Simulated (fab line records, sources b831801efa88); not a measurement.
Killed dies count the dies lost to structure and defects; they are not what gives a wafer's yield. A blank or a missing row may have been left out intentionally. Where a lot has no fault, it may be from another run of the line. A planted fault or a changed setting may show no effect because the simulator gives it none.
fab line records	flow sfq_line
record: lots: 5	wafers: 23
route steps=325 shown I2@114 M3@123 M4@153 I4@163 JJ@189
start_h: the number of hours between the record's first day and the start of the first shown wafer of the lot	wait_h: how many hours have passed since the lot's step before this one	" the same as in the row above	L1.1+2: a row that stands for several wafers	- either no value or no given start	* or withheld: withheld	< > ~ a bound
route shown NAME@n: NAME is a module with steps in the file, n the number in the route of the first one	usual: mean/standard deviation of fault-free wafers	same: alike in all rows	chamber/n: place in a boat	sites: the reading at each site	_std_site: their standard deviation	_edge_site: outer sites' mean less inner sites'	radius_mm: for every site, how far away it sits from the centre of the wafer	mask NAME#n: copy n	behind: the most recent tool/chamber to have shaped the wafer	hold: reason for holding the lot/hours on hold/outcome of the hold	device: the transistor (n, p or np) that didn't switch	end of line: the tests these same wafers got at the end of their route	a step given without rows: its recipe and nothing more	killed: not the wafer's yield, but the dies lost to structure and defects at the first sort	map: the dies of a wafer, with x for killed, . for not killed, _ for no die there
set.NAME: setting as actually run; set.NAME@STEP: the setting as run at that earlier step	model.NAME: the simulator's own value behind a step, which no gauge read
lots where settings were altered on purpose, with a table for each step and a row for each wafer
== steps ==
step: SFQ_TRILAYER_I2_VIA_BARC_OPEN_VIA_ETCH_096
recipe: mask_material: PR	chemistry: O2	target_depth_nm: 125	target: BARC	source_w: 500	bias_w: 80	pressure_mtorr: 30	time_s: 41.7
lot.wafer	tool	chamber	start_h	wait_h	set.time_s	set.spin_rpm@TRILAYER_I2_VIA_LITHO_COAT_067	model.KrF_of_TRILAYER_I2_VIA_LITHO_COAT_067.thk_nm
L074.1	rie_diel-03	1	648.85	0.0	41.7	3000	577.6
L074.2	"	2	"	"	41.7	3000	575.6
L074.3	"	3	"	"	41.7	3000	576.1
L074.4	"	0	"	"	41.7	3143	562.2
L074.5	"	2	"	"	41.7	3143	560.5
L075.1	rie_diel-03	1	795.40	0.0	41.7	3000	572.9
L075.2	"	0	"	"	41.7	3000	572.5
L075.4	"	2	"	"	41.7	3000	570.5
L079.1	rie_diel-03	3	892.20	0.0	41.7	3000	575.5
L079.3	"	1	"	"	41.7	2776	600.4
L079.4	"	2	"	"	39.41	3000	578
L079.5	"	1	"	"	39.41	2776	601.1
L079.6	"	0	"	"	41.7	3000	574.9
L081.2	rie_diel-03	1	910.20	0.0	46.97	3000	568.3
L081.3	"	3	"	"	41.7	3000	574.1
L081.4	"	0	"	"	41.7	3000	575.2
L081.5	"	1	"	"	46.97	3000	567.7
L081.6	"	0	"	"	41.7	3000	573.2
L084.1	rie_diel-04	1	948.97	0.0	41.7	3159	558.6
L084.2	"	2	"	"	39.07	3159	559
L084.3	"	0	"	"	39.07	3000	577.5
L084.4	"	3	"	"	41.7	3000	575.8
L084.5	"	0	"	"	41.7	3159	557.7
step: SFQ_TRILAYER_I2_VIA_ETCH_VIA_ETCH_070
recipe: target: SiO2	stop_on: Nb	mask_material: PR	taper_deg: 20	chemistry: CHF3	target_depth_nm: 260	source_w: 500	bias_w: 80	pressure_mtorr: 30	time_s: withheld
usual: oes_product_au: 0.854/0.0053
lot.wafer	tool	chamber	start_h	wait_h	set.leave_above_ref_nm@TRILAYER_I2_CMP_CMP_064	set.spin_rpm@TRILAYER_I2_VIA_LITHO_COAT_067	oes_product_au	model.KrF_of_TRILAYER_I2_VIA_LITHO_COAT_067.thk_nm	model.I2.feature_depth_nm
L074.1	rie_diel-03	1	648.89	0.0	208.6	3000	0.885	532.7	208.4
L074.2	"	2	"	"	200	3000	0.860	529.8	201.3
L074.3	"	3	"	"	208.6	3000	0.867	529.8	204.9
L074.4	"	0	"	"	200	3143	0.859	517.5	200.1
L074.5	"	2	"	"	208.6	3143	0.886	514.2	208.6
L075.1	rie_diel-03	1	795.44	0.0	200	3000	0.850	528.3	199.4
L075.2	"	0	"	"	200	3000	0.856	528.2	200
L075.4	"	2	"	"	200	3000	0.851	524.9	198.7
L079.1	rie_diel-03	3	892.24	0.0	200	3000	0.850	531.3	200.1
L079.3	"	1	"	"	190.6	2776	0.837	556.4	191.7
L079.4	"	2	"	"	200	3000	0.853	533	199
L079.5	"	1	"	"	190.6	2776	0.821	557.5	189.2
L079.6	"	0	"	"	190.6	3000	0.833	529.8	192
L081.2	rie_diel-03	1	910.24	0.0	200	3000	0.851	524.6	200.2
L081.3	"	3	"	"	213	3000	0.882	529.8	212.3
L081.4	"	0	"	"	200	3000	0.853	530.6	199
L081.5	"	1	"	"	213	3000	0.883	524.1	211.3
L081.6	"	0	"	"	200	3000	0.857	528.3	199.5
L084.1	rie_diel-04	1	949.01	0.0	200	3159	0.858	513.7	197.5
L084.2	"	2	"	"	200	3159	0.845	513	197.7
L084.3	"	0	"	"	200	3000	0.853	532.4	198.8
L084.4	"	3	"	"	200	3000	0.848	530.1	196.4
L084.5	"	0	"	"	200	3159	0.855	512.7	197.9
step: SFQ_TRILAYER_M3_LITHO_COAT_075
recipe: resist: KrF	spin_rpm: 3000	resist_thk_nm: 600
lot.wafer	tool	chamber	start_h	wait_h	set.spin_rpm	model.KrF_of_TRILAYER_M3_LITHO_COAT_075.thk_nm
L074.1	litho_track-04	0	650.38	0.2	3000	601.2
L074.2	"	0	"	"	3000	601.5
L074.3	"	0	"	"	3000	601.3
L074.4+5	"	0	"	"	3000	602.7
L075.1	litho_track-04	0	796.95	0.2	3000	597.9
L075.2	"	0	"	"	3000	599.7
L075.4	"	0	"	"	3000	598.6
L079.1	litho_track-02	0	894.33	0.2	3000	600.3
L079.3	"	0	"	"	3000	598.1
L079.4	"	0	"	"	2860	614.2
L079.5	"	0	"	"	3000	600.2
L079.6	"	0	"	"	2860	614.8
L081.2	litho_track-04	0	912.38	0.2	3000	600.7
L081.3	"	0	"	"	3000	598.6
L081.4	"	0	"	"	3000	599.4
L081.5	"	0	"	"	3000	599.8
L081.6	"	0	"	"	3000	599.1
L084.1	litho_track-04	0	950.50	0.2	3000	599.7
L084.2	"	0	"	"	3187	582.5
L084.3	"	0	"	"	3000	601.5
L084.4	"	0	"	"	3187	582.2
L084.5	"	0	"	"	3000	601.9
step: SFQ_TRILAYER_M3_LITHO_SOFTBAKE_079
recipe: temp_c: withheld	time_s: withheld	resist: KrF
step: SFQ_TRILAYER_M3_LITHO_EXPOSE_076
recipe: mask_id: M3	na: 0.6	source_shape: conventional	sigma_outer: 0.65	target_cd_nm: 500	dose_mj: 14.4
step: SFQ_TRILAYER_M3_BARC_OPEN_METAL_ETCH_100
recipe: mask_material: PR	chemistry: O2	target_depth_nm: 125	target: BARC	icp_w: 600	bias_w: 80	pressure_mtorr: 10	time_s: 41.7
step: SFQ_TRILAYER_M3_ETCH_METAL_ETCH_078
recipe: target: Nb	stop_on: SiO2	mask_material: PR	chemistry: Cl2/Ar	target_depth_nm: 240	icp_w: 600	bias_w: 80	pressure_mtorr: 10	time_s: 120
lot.wafer	tool	chamber	start_h	wait_h	set.spin_rpm@TRILAYER_M3_LITHO_COAT_075	model.KrF_of_TRILAYER_M3_LITHO_COAT_075.thk_nm
L074.1	rie_metal-02	1	794.58	0.0	3000	371.7
L074.2	"	0	"	"	3000	381.5
L074.3	"	1	"	"	3000	371.5
L074.4	"	0	"	"	3000	383.5
L074.5	"	0	"	"	3000	381.9
L075.1	rie_metal-02	0	798.99	0.0	3000	375.9
L075.2	"	1	"	"	3000	367.7
L075.4	"	0	"	"	3000	374.7
L079.1	rie_metal-03	1	897.93	0.0	3000	380.5
L079.3+5	"	0,1	"	"	3000	380.3
L079.4	"	1	"	"	2860	394.6
L079.6	"	0	"	"	2860	396.1
L081.2	rie_metal-04	0	914.97	0.0	3000	384.4
L081.3	"	1	"	"	3000	383
L081.4	"	0	"	"	3000	384.5
L081.5	"	1	"	"	3000	385.1
L081.6	"	0	"	"	3000	382.3
L084.1	rie_metal-04	0	952.55	0.0	3000	386.1
L084.2+4	"	1	"	"	3187	367.4
L084.3	"	0	"	"	3000	387.6
L084.5	"	0	"	"	3000	388.5
step: SFQ_TRILAYER_M4_LITHO_COAT_093
recipe: resist: KrF	spin_rpm: 3000	resist_thk_nm: 600
lot.wafer	tool	chamber	start_h	wait_h	set.resist_thk_nm	model.KrF_of_TRILAYER_M4_LITHO_COAT_093.thk_nm
L074.1	litho_track-02	0	817.14	0.2	634.4	631.1
L074.2	"	0	"	"	600	596.3
L074.3	"	0	"	"	600	596.9
L074.4	"	0	"	"	600	595.5
L074.5	"	0	"	"	634.4	628.8
L075.1	litho_track-01	0	820.53	0.2	600	599.6
L075.2	"	0	"	"	600	600.6
L075.4	"	0	"	"	600	600.2
L079.1+4	litho_track-02	0	918.84	0.2	600	597.9
L079.3	"	0	"	"	565.1	562.4
L079.5	"	0	"	"	565.1	563.5
L079.6	"	0	"	"	565.1	565
L081.2	litho_track-01	0	1067.14	0.2	600	599.2
L081.3	"	0	"	"	564.8	566.3
L081.4	"	0	"	"	600	601.4
L081.5	"	0	"	"	564.8	565.8
L081.6	"	0	"	"	564.8	564.9
L084.1	litho_track-01	0	1103.23	0.2	600	601.7
L084.2	"	0	"	"	579.1	581.4
L084.3	"	0	"	"	579.1	580.1
L084.4	"	0	"	"	600	601.2
L084.5	"	0	"	"	579.1	580.9
step: SFQ_TRILAYER_M4_LITHO_SOFTBAKE_097
recipe: temp_c: withheld	time_s: withheld	resist: KrF
step: SFQ_TRILAYER_M4_LITHO_EXPOSE_094
recipe: mask_id: M4	na: 0.6	source_shape: conventional	sigma_outer: 0.65	target_cd_nm: 500	dose_mj: 14.4
step: SFQ_TRILAYER_M4_BARC_OPEN_METAL_ETCH_123
recipe: mask_material: PR	chemistry: O2	target_depth_nm: 125	target: BARC	icp_w: 600	bias_w: 77.04	pressure_mtorr: 10	time_s: 41.7
step: SFQ_TRILAYER_M4_ETCH_METAL_ETCH_096
recipe: target: Nb	stop_on: SiO2	mask_material: PR	chemistry: Cl2/Ar	target_depth_nm: 240	icp_w: 600	bias_w: 80	pressure_mtorr: 10	time_s: 120
lot.wafer	tool	chamber	start_h	wait_h	set.resist_thk_nm@TRILAYER_M4_LITHO_COAT_093	model.KrF_of_TRILAYER_M4_LITHO_COAT_093.thk_nm
L074.1	rie_metal-01	1	951.43	0.0	634.4	420.2
L074.2	"	0	"	"	600	384.7
L074.3	"	1	"	"	600	384.1
L074.4	"	0	"	"	600	383.5
L074.5	"	1	"	"	634.4	416.6
L075.1	rie_metal-01	0	956.23	0.0	600	387.4
L075.2	"	1	"	"	600	390.3
L075.4	"	1	"	"	600	387.9
L079.1	rie_metal-01	0	1048.83	0.0	600	386.1
L079.3	"	1	"	"	565.1	352.2
L079.4	"	0	"	"	600	386.4
L079.5	"	0	"	"	565.1	351.7
L079.6	"	1	"	"	565.1	356.9
L081.2	rie_metal-04	0	1190.44	0.0	600	384.6
L081.3	"	0	"	"	564.8	351.3
L081.4	"	1	"	"	600	392.4
L081.5	"	0	"	"	564.8	349.7
L081.6	"	1	"	"	564.8	355
L084.1	rie_metal-01	0	1224.04	0.0	600	387
L084.2	"	1	"	"	579.1	365
L084.3	"	0	"	"	579.1	364.4
L084.4	"	1	"	"	600	384.4
L084.5	"	1	"	"	579.1	363.6
step: SFQ_TRILAYER_I4_DEP_PECVD_099
recipe: material: SiO2	temp_c: 150	time_s: 111.11	pressure_torr: 2.4	rf_w: 183.3	precursor: SiH4/N2O	target_thk_nm: 500
lot.wafer	tool	chamber	start_h	wait_h	set.time_s	model.SiO2_of_TRILAYER_I4_DEP_PECVD_099.thk_nm
L074.1	pecvd-02	1	952.33	0.0	99.38	448.4
L074.2	"	0	"	"	111.11	498.6
L074.3	"	2	"	"	111.11	510.2
L074.4	"	1	"	"	99.38	455.7
L074.5	"	2	"	"	111.11	517.8
L075.1	pecvd-01	0	957.13	0.0	111.11	506.6
L075.2	"	1	"	"	111.11	498.4
L075.4	"	0	"	"	111.11	508.9
L079.1	pecvd-03	2	1049.73	0.0	111.11	485.8
L079.3	"	1	"	"	111.11	484.2
L079.4	"	0	"	"	111.11	505.5
L079.5	"	1	"	"	111.11	492.6
L079.6	"	2	"	"	111.11	492.8
L081.2	pecvd-03	1	1191.34	0.0	111.11	491.1
L081.3	"	0	"	"	121.9	554.7
L081.4	"	2	"	"	111.11	500.3
L081.5	"	0	"	"	121.9	555.3
L081.6	"	1	"	"	111.11	502.5
L084.1	pecvd-02	0	1224.94	0.0	105.7	474.8
L084.2	"	1	"	"	111.11	499
L084.3	"	2	"	"	105.7	484.3
L084.4	"	1	"	"	105.7	482.8
L084.5	"	0	"	"	111.11	508.8
step: SFQ_TRILAYER_I4_CMP_CMP_100
recipe: material: SiO2	down_force_psi: 3.051	platen_rpm: 60	pad_velocity_m_s: 0.94248
usual: time_to_endpoint_s: 213/8.7
lot.wafer	tool	chamber	start_h	wait_h	set.time_s@TRILAYER_I4_DEP_PECVD_099	time_to_endpoint_s
L074.1	cmp-01	3	960.65	8.3	99.38	172
L074.3	"	0	"	"	111.11	212
L074.4	"	1	"	"	99.38	179
L074.2	"	2	"	"	111.11	205
L074.5	"	0	963.15	10.7	111.11	212
L075.4	cmp-01	1	963.65	6.4	111.11	222
L075.1	"	2	"	"	111.11	214
L075.2	"	0	965.15	8.0	111.11	213
L079.4	cmp-02	3	1052.19	2.4	111.11	228
L079.1	"	0	"	"	111.11	202
L079.3	"	1	"	"	111.11	214
L079.6	"	2	"	"	111.11	197
L079.5	"	3	"	"	111.11	215
L081.2	cmp-01	0	1191.42	0.0	111.11	202
L081.4	"	1	"	"	111.11	218
L081.3	"	3	1193.04	1.7	121.9	254
L081.6	"	0	"	"	111.11	214
L081.5	"	1	"	"	121.9	257
L084.2	cmp-02	1	1225.02	0.0	111.11	219
L084.3	"	2	"	"	105.7	187
L084.1	"	3	"	"	105.7	199
L084.4	"	0	"	"	105.7	203
L084.5	"	1	"	"	111.11	230
step: SFQ_TRILAYER_I4_VIA_LITHO_COAT_103
recipe: resist: KrF	spin_rpm: 3000	resist_thk_nm: 650
lot.wafer	tool	chamber	start_h	wait_h	set.resist_thk_nm	model.KrF_of_TRILAYER_I4_VIA_LITHO_COAT_103.thk_nm
L074.1	litho_track-04	0	965.27	0.2	650	649.5
L074.2	"	0	"	"	650	649.9
L074.3	"	0	"	"	650	648.6
L074.4	"	0	"	"	650	650.4
L074.5	"	0	"	"	650	650.1
L075.1	litho_track-04	0	968.27	0.2	650	650.7
L075.2	"	0	"	"	650	650.1
L075.4	"	0	"	"	650	650.2
L079.1	litho_track-03	0	1056.31	0.2	619.9	620.1
L079.3	"	0	"	"	619.9	621.2
L079.4	"	0	"	"	619.9	619.4
L079.5	"	0	"	"	650	650.7
L079.6	"	0	"	"	650	650.6
L081.2	litho_track-03	0	1196.32	0.2	650	647.8
L081.3	"	0	"	"	650	649.6
L081.4	"	0	"	"	663.8	664.5
L081.5	"	0	"	"	650	649
L081.6	"	0	"	"	663.8	664.3
L084.1	litho_track-01	0	1229.64	0.2	631.3	629.8
L084.2	"	0	"	"	650	647.9
L084.3	"	0	"	"	631.3	629.5
L084.4	"	0	"	"	650	649.4
L084.5	"	0	"	"	631.3	627.8
step: SFQ_TRILAYER_I4_VIA_ETCH_VIA_ETCH_106
recipe: target: SiO2	stop_on: Nb	mask_material: PR	taper_deg: 20	chemistry: CHF3	target_depth_nm: 260	source_w: 500	bias_w: 80	pressure_mtorr: 30	time_s: withheld
lot.wafer	tool	chamber	start_h	wait_h	set.source_w	set.resist_thk_nm@TRILAYER_I4_VIA_LITHO_COAT_103	model.KrF_of_TRILAYER_I4_VIA_LITHO_COAT_103.thk_nm
L074.1	rie_diel-01	3	1100.53	0.0	460.6	650	530.1
L074.2	"	0	"	"	500	650	526.3
L074.3	"	1	"	"	500	650	526.1
L074.4	"	2	"	"	460.6	650	529.9
L074.5	"	2	"	"	460.6	650	530.2
L075.1	rie_diel-01	3	1102.93	0.0	500	650	530.5
L075.2	"	0	"	"	500	650	526.8
L075.4	"	1	"	"	500	650	528.3
L079.1	rie_diel-02	2	1178.03	0.0	500	619.9	496.8
L079.3	"	1	"	"	500	619.9	499.4
L079.4	"	3	"	"	460.8	619.9	499.1
L079.5	"	2	"	"	460.8	650	528.5
L079.6	"	1	"	"	500	650	528.2
L081.2	rie_diel-01	3	1198.30	0.0	500	650	525.6
L081.3	"	1	"	"	550.9	650	524.2
L081.4	"	0	"	"	550.9	663.8	538.6
L081.5	"	1	"	"	500	650	524.9
L081.6	"	3	"	"	550.9	663.8	540.4
L084.1	rie_diel-03	3	1231.79	0.0	500	631.3	507.9
L084.2	"	2	"	"	500	650	524.9
L084.3	"	1	"	"	500	631.3	508.1
L084.4	"	3	"	"	443.8	650	529.7
L084.5	"	1	"	"	443.8	631.3	508.6
step: SFQ_TRILAYER_JJ_CE_LITHO_PEB_117
recipe: peb_temp_c: 115	peb_time_s: 60	resist: KrF
lot.wafer	tool	chamber	start_h	wait_h	set.peb_time_s
L074.1+2+4	litho_track-02	0	1222.45	1.0	51.57
L074.3+5	"	0	"	"	60
L075.1+2+4	litho_track-01	0	1224.85	1.0	60
L079.1+5+6	litho_track-01	0	-	-	66.09
L079.3+4	"	0	"	"	60
L081.2+3+6	litho_track-01	0	1326.12	0.8	60
L081.4+5	"	0	"	"	51.95
L084.1+5	litho_track-02	0	1360.93	1.0	60
L084.2+3+4	"	0	"	"	63.24
step: SFQ_TRILAYER_JJ_CE_LITHO_DEVELOP_116
recipe: time_s: 60	resist: KrF
step: SFQ_TRILAYER_JJ_CE_METRO_MEASURE_117
usual: cd_nm: 700.3/0.99
lot.wafer	tool	chamber	start_h	wait_h	set.peb_time_s@TRILAYER_JJ_CE_LITHO_PEB_117	cd_nm
L074.1	cd_sem-01	-	1222.78	0.0	51.57	724.1
L074.2	"	-	"	"	51.57	723.8
L074.3	"	-	"	"	60	701.4
L074.4	"	-	"	"	51.57	724.2
L074.5	"	-	"	"	60	702.4
L075.1	cd_sem-02	-	1225.18	0.0	60	700.0
L075.2	"	-	"	"	60	700.3
L075.4	"	-	"	"	60	700.8
L079.1	cd_sem-02	-	1306.10	0.0	66.09	686.0
L079.3	"	-	"	"	60	699.8
L079.4	"	-	"	"	60	699.9
L079.5	"	-	"	"	66.09	687.0
L079.6	"	-	"	"	66.09	686.1
L081.2	cd_sem-02	-	1326.63	0.2	60	700.0
L081.3	"	-	"	"	60	699.4
L081.4	"	-	"	"	51.95	720.6
L081.5	"	-	"	"	51.95	721.9
L081.6	"	-	"	"	60	699.8
L084.1	cd_sem-01	-	1361.26	0.0	60	699.9
L084.2	"	-	"	"	63.24	693.9
L084.3	"	-	"	"	63.24	693.7
L084.4	"	-	"	"	63.24	694.3
L084.5	"	-	"	"	60	701.8
step: SFQ_TRILAYER_JJ_CE_BARC_OPEN_RIE_150
recipe: mask_material: PR	chemistry: O2	target_depth_nm: 240	target: BARC	icp_w: 600	bias_w: 80	pressure_mtorr: 10.13	time_s: 80
lot.wafer	tool	chamber	start_h	wait_h	set.peb_time_s@TRILAYER_JJ_CE_LITHO_PEB_117	model.JJ.cd_nm
L074.1	rie_metal-02	1	1223.98	1.0	51.57	721.2
L074.2	"	0	"	"	51.57	724.8
L074.3	"	0	"	"	60	701.6
L074.4	"	1	"	"	51.57	721.6
L074.5	"	0	"	"	60	703.5
L075.1	rie_metal-04	0	1226.38	1.0	60	703
L075.2	"	1	"	"	60	697.5
L075.4	"	1	"	"	60	696.6
L079.1	rie_metal-03	1	1307.30	1.0	66.09	687
L079.3	"	0	"	"	60	699.9
L079.4	"	1	"	"	60	700.5
L079.5	"	0	"	"	66.09	687.3
L079.6	"	1	"	"	66.09	686.4
L081.2	rie_metal-02	1	1327.63	0.8	60	697.3
L081.3	"	0	"	"	60	699.6
L081.4	"	1	"	"	51.95	718.7
L081.5	"	0	"	"	51.95	720.5
L081.6	"	1	"	"	60	697.9
L084.1	rie_metal-04	1	1362.46	1.0	60	697
L084.2	"	0	"	"	63.24	695.7
L084.3	"	1	"	"	63.24	691.6
L084.4	"	0	"	"	63.24	695.5
L084.5	"	0	"	"	60	705.4
step: SFQ_TRILAYER_JJ_CE_ETCH_RIE_118
recipe: target: Nb	stop_on: Al2O3	mask_material: PR	taper_deg: 13.257	over_etch_frac: 0.15	time_s: 97.7	chemistry: SF6	target_depth_nm: 170	icp_w: 600	bias_w: 80	pressure_mtorr: 10
lot.wafer	tool	chamber	start_h	wait_h	set.peb_time_s@TRILAYER_JJ_CE_LITHO_PEB_117	model.JJ.cd_nm
L074.1	rie_metal-02	1	1224.07	0.1	51.57	722.2
L074.2	"	0	"	"	51.57	725
L074.3	"	0	"	"	60	701.9
L074.4	"	1	"	"	51.57	722.5
L074.5	"	0	"	"	60	703.5
L075.1	rie_metal-04	0	1226.47	0.1	60	700.9
L075.2	"	1	"	"	60	698.1
L075.4	"	1	"	"	60	697.3
L079.1	rie_metal-03	1	1307.39	0.1	66.09	685.4
L079.3	"	0	"	"	60	699.8
L079.4	"	1	"	"	60	698.8
L079.5	"	0	"	"	66.09	686.6
L079.6	"	1	"	"	66.09	685.2
L081.2	rie_metal-02	1	1327.75	0.1	60	698.8
L081.3	"	0	"	"	60	698.1
L081.4	"	1	"	"	51.95	719.7
L081.5	"	0	"	"	51.95	719.2
L081.6	"	1	"	"	60	699.4
L084.1	rie_metal-04	1	1362.56	0.1	60	697.6
L084.2	"	0	"	"	63.24	693.3
L084.3	"	1	"	"	63.24	692.8
L084.4	"	0	"	"	63.24	693.5
L084.5	"	0	"	"	60	703.6
== key ==
split: step: SFQ_TRILAYER_I2_VIA_BARC_OPEN_VIA_ETCH_096	setting: time_s	stated: 41.7	by: wafer
response none clear
split: step: SFQ_TRILAYER_M3_LITHO_COAT_075	setting: spin_rpm	stated: 3000	by: wafer
response: step: SFQ_TRILAYER_M3_LITHO_COAT_075	reading: model.KrF_of_TRILAYER_M3_LITHO_COAT_075.thk_nm	change: -3.07	per: 1%	r: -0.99
response: step: SFQ_TRILAYER_M3_ETCH_METAL_ETCH_078	reading: model.KrF_of_TRILAYER_M3_LITHO_COAT_075.thk_nm	change: -3.21	per: 1%	r: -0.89
split: step: SFQ_TRILAYER_M4_LITHO_COAT_093	setting: resist_thk_nm	stated: 600	by: wafer
response: step: SFQ_TRILAYER_M4_LITHO_COAT_093	reading: model.KrF_of_TRILAYER_M4_LITHO_COAT_093.thk_nm	change: +5.9	per: 1%	r: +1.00
response: step: SFQ_TRILAYER_M4_ETCH_METAL_ETCH_096	reading: model.KrF_of_TRILAYER_M4_LITHO_COAT_093.thk_nm	change: +5.96	per: 1%	r: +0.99
split: step: SFQ_TRILAYER_I4_DEP_PECVD_099	setting: time_s	stated: 111.11	by: wafer
response: step: SFQ_TRILAYER_I4_DEP_PECVD_099	reading: model.SiO2_of_TRILAYER_I4_DEP_PECVD_099.thk_nm	change: +5.52	per: 1%	r: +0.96
response: step: SFQ_TRILAYER_I4_CMP_CMP_100	reading: time_to_endpoint_s	change: *	per: 1%	r: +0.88
split: step: SFQ_TRILAYER_I4_VIA_LITHO_COAT_103	setting: resist_thk_nm	stated: 650	by: wafer
response: step: SFQ_TRILAYER_I4_VIA_LITHO_COAT_103	reading: model.KrF_of_TRILAYER_I4_VIA_LITHO_COAT_103.thk_nm	change: +6.74	per: 1%	r: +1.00
response: step: SFQ_TRILAYER_I4_VIA_ETCH_VIA_ETCH_106	reading: model.KrF_of_TRILAYER_I4_VIA_LITHO_COAT_103.thk_nm	change: +6.56	per: 1%	r: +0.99
split: step: SFQ_TRILAYER_I4_VIA_ETCH_VIA_ETCH_106	setting: source_w	stated: 500	by: wafer
response none clear
split: step: SFQ_TRILAYER_JJ_CE_LITHO_PEB_117	setting: peb_time_s	stated: 60	by: wafer
response: step: SFQ_TRILAYER_JJ_CE_METRO_MEASURE_117	reading: cd_nm	change: -1.52	per: 1%	r: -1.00
response: step: SFQ_TRILAYER_JJ_CE_BARC_OPEN_RIE_150	reading: model.JJ.cd_nm	change: -1.45	per: 1%	r: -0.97
response: step: SFQ_TRILAYER_JJ_CE_ETCH_RIE_118	reading: model.JJ.cd_nm	change: -1.46	per: 1%	r: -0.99
split outside_this_file step=SFQ_TRILAYER_I2_CMP_CMP_064 setting=leave_above_ref_nm
split outside_this_file step=SFQ_TRILAYER_I2_VIA_LITHO_COAT_067 setting=spin_rpm
split outside_this_file: this setting was split too, and the file shows its column; the key of that split is in another file
